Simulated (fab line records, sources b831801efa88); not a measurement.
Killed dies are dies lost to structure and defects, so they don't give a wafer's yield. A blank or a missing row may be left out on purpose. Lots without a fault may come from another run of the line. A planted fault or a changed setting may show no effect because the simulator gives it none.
Chamber matching | flow gf180mcu | GF_PASSIVATION_ETCH_11 on rie_diel-03: 4 sister chambers
The step etches the open film in CF4/O2, stops on TiN, target depth 2040 nm, time 453.3 s. 4 wafers are shown with their chamber, then 10 later ones without.

WAFERS WITH THEIR CHAMBER
wafer  | chamber | drypump_motor_current_A (A)
L089.2 | 1       | 6.4
L089.5 | 2       | 5.9
L092.3 | 0       | 5.3
L092.4 | 3       | 6.1

WAFERS WITHOUT THEIR CHAMBER
wafer  | drypump_motor_current_A (A)
L092.6 | 5.3
L093.2 | 6.1
L093.3 | 6.3
L093.4 | 5.3
L096.4 | 6.1
L096.5 | 6.1
L096.6 | 5.3
L097.2 | 5.9
L097.3 | 6.1
L097.6 | 5.3

WHICH CHAMBER EACH WENT THROUGH
wafer  | from the rows above | in truth
L092.6 | 0                   | 0
L093.2 | 3                   | 3
L093.3 | 1                   | 1
L093.4 | 0                   | 0
L096.4 | 3                   | 3
L096.5 | 3                   | 3
L096.6 | 0                   | 0
L097.2 | 2                   | 2
L097.3 | 3                   | 3
L097.6 | 0                   | 0
Placed correctly: 10 of 10. Can't be placed from these rows: 0. Placed wrongly: 0.
How it was worked out, from the rows above alone: a wafer's distance from a chamber is the root of the sum, over the readings, of the square of ((its reading less the chamber's mean) divided by the reading's scatter). The wafer belongs to the nearest chamber; if the next one is less than 2 further off, it can't be placed. A chamber's mean is the mean of its shown wafers. The scatter: with one shown wafer a chamber, the root of the mean of the squares of how far each hidden wafer lies from its nearest shown one.
